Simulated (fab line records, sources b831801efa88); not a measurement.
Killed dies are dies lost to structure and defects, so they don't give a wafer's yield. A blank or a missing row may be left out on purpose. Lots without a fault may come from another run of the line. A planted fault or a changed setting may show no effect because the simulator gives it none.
One fault seen from 2 desks | flow gf180mcu | each desk has only its own numbers; what lay behind them comes last

THE TOOL OWNER'S DESK: implanter-04
The tool's own readings at GF_MVSD_IMPLANT_08: means of the sampled wafers that have a number, for each lot that ran on this tool. A lot is out of limits, marked OUT, if its mean lies more than 4 standard deviations from the usual mean; the brackets give that distance.
Columns: A = beam_on_s at GF_MVSD_IMPLANT_08, usual 10.02 s; B = end_station_pressure_torr at GF_MVSD_IMPLANT_08, usual 5.05e-06 Torr; C = faraday_current_uA at GF_MVSD_IMPLANT_08, usual 90.0
lot  | first seen here | A                | B                          | C
L761 | day 4 10:01     | 10.07            | 4.99e-06                   | 89.6
L766 | day 5 19:07     | 10.08            | 5.02e-06                   | 89.6
L767 | day 6 01:14     | 10.99 (+5.1) OUT | 6.44e-05 (+99 or more) OUT | 79.3 (-6.3) OUT
L770 | day 6 16:27     | 10.71            | 5.99e-05 (+99 or more) OUT | 81.3 (-5.1) OUT
L780 | day 9 04:41     | 9.90             | 4.98e-06                   | 91.0
L781 | day 9 08:36     | 9.84             | 5.13e-06                   | 91.6
L782 | day 9 12:47     | 9.99             | 4.92e-06                   | 90.3
L784 | day 10 06:28    | 9.90             | 4.95e-06                   | 91.1
This desk's finding: out of limits on L767, L770; first on L767, day 6 01:14 (beam_on_s at GF_MVSD_IMPLANT_08). In limits: L761, L766, L780, L781, L782, L784.

THE METROLOGY DESK
What the gauges read, lot by lot, whatever tool the lot ran on: means of the sampled wafers that have a number. A lot is out of limits, marked OUT, if its mean lies more than 4 standard deviations from the usual mean; the brackets give that distance.
Columns: A = MVSD_TW at GF_MVSD_TW_MEAS_11, usual 1574; B = MVSD_RS at GF_VT_IMPLANT_RS_MEAS_46, usual 456.7 ohm/sq; C = HV_LDD_03_OVL at GF_HV_LDD_OVL_MEAS_47, usual 1.4 nm; D = cd_nm at GF_NSD_CD_MEAS_07, usual 399.9 nm
lot  | first seen here | A    | B               | C    | D
L761 | day 4 10:24     | 1554 | 456.4           | 2.1  | 401.5
L765 | day 5 11:48     | 1579 | 456.2           | 4.3  | 402.0
L766 | day 5 19:31     | 1585 | 457.6           | 2.1  | 402.1
L767 | day 6 01:37     | 1617 | 437.9 (-16) OUT | 2.0  | 396.5
L770 | day 6 16:50     | 1602 | 438.5 (-15) OUT | -0.6 | 403.0
L773 | day 7 09:27     | 1579 | 455.8           | 2.5  | 397.2
L779 | day 8 22:13     | 1564 | 455.8           | -0.1 | 400.9
L780 | day 9 05:05     | 1586 | 456.9           | 3.6  | 401.1
L781 | day 9 09:00     | 1571 | 456.5           | 3.2  | 401.0
L782 | day 9 13:10     | 1580 | 458.2           | 0.9  | 398.8
L783 | day 9 21:19     | 1561 | 457.2           | 1.2  | 400.9
L784 | day 10 06:51    | 1555 | 457.5           | 1.4  | 396.9
This desk's finding: out of limits on L767, L770; first on L767, day 9 10:16 (MVSD_RS at GF_VT_IMPLANT_RS_MEAS_46). In limits: L761, L765, L766, L773, L779, L780, L781, L782, L783, L784.

PUT TOGETHER
The tool owner's desk could have raised an alarm at day 6 01:14, on L767, L770.
The metrology desk could have raised an alarm at day 9 10:16, on L767, L770.
Of the lots named, all ran GF_MVSD_IMPLANT_08 on implanter-04.

WHAT THE SIMULATOR HAD PUT IN
Process parameter drift: implanter-04, from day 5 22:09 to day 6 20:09, at GF_MVSD_IMPLANT_08. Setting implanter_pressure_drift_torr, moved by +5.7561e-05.
Process parameter drift: implanter-04, from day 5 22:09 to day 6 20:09, at GF_MVSD_IMPLANT_08. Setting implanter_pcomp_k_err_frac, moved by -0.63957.
Lots struck among those shown: L767, L770.
Hours from the fault's start to each desk's first reading out of limits: the tool owner's desk, 3; the metrology desk, 84.
